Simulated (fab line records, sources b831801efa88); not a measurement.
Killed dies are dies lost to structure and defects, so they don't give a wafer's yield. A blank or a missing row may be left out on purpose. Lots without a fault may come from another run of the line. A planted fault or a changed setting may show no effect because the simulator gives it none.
Chamber matching | flow gf180mcu | GF_HV_LDD_ETCHBACK_58 on rie_diel-02: 4 sister chambers
The step etches Si3N4 in CH3F/O2, stops on SiO2, time 100 s, target depth 90 nm. 14 wafers are shown with their chamber, then 6 later ones without.

WAFERS WITH THEIR CHAMBER
wafer  | chamber | throttle_valve_pct (%) | oes_product_au (a.u.)
L931.1 | 3       | 10.584                 | 0.853
L931.3 | 1       | 10.568                 | 0.842
L931.5 | 2       | 10.557                 | 0.846
L932.3 | 1       | 10.568                 | 0.834
L932.5 | 2       | 10.573                 | 0.838
L932.6 | 3       | 10.554                 | 0.834
L933.3 | 0       | 10.565                 | 0.852
L933.4 | 1       | 10.564                 | 0.851
L933.5 | 3       | 10.552                 | 0.857
L935.1 | 0       | 10.563                 | 0.847
L935.2 | 1       | 10.570                 | 0.847
L935.4 | 2       | 10.550                 | 0.844
L939.2 | 0       | 10.564                 | 0.837
L939.3 | 2       | 10.556                 | 0.842

SIGNATURES (means of the wafers above)
reading            | chamber 0 | chamber 1 | chamber 2 | chamber 3 | scatter within a chamber
throttle_valve_pct | 10.56400  | 10.56750  | 10.55900  | 10.56333  | 0.00977
oes_product_au     | 0.84533   | 0.84350   | 0.84250   | 0.84800   | 0.00784
Rule: a wafer's distance from a chamber is the root of the sum, over the readings, of the square of ((its reading less the chamber's mean) divided by the reading's scatter). The wafer belongs to the nearest chamber; if the next one is less than 2 further off, it can't be placed. The scatter: the root of (the sum of the squares of (reading less its chamber's mean) over the shown wafers, divided by (wafers less chambers)).

WAFERS WITHOUT THEIR CHAMBER
wafer  | throttle_valve_pct (%) | oes_product_au (a.u.)
L944.1 | 10.568                 | 0.835
L944.4 | 10.562                 | 0.846
L944.5 | 10.577                 | 0.836
L946.3 | 10.559                 | 0.833
L946.4 | 10.550                 | 0.834
L946.5 | 10.571                 | 0.837

WHICH CHAMBER EACH WENT THROUGH
wafer  | from the rows above               | in truth
L944.1 | can't be placed: 1 or 2 or 0 or 3 | 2
L944.4 | can't be placed: 0 or 3 or 2 or 1 | 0
L944.5 | can't be placed: 1 or 0 or 2 or 3 | 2
L946.3 | can't be placed: 2 or 1 or 0 or 3 | 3
L946.4 | can't be placed: 2 or 0 or 1 or 3 | 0
L946.5 | can't be placed: 1 or 0 or 2 or 3 | 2
Placed correctly: 0 of 6. Can't be placed from these rows: 6 (the true chamber is among the candidates in 6). Placed wrongly: 0.
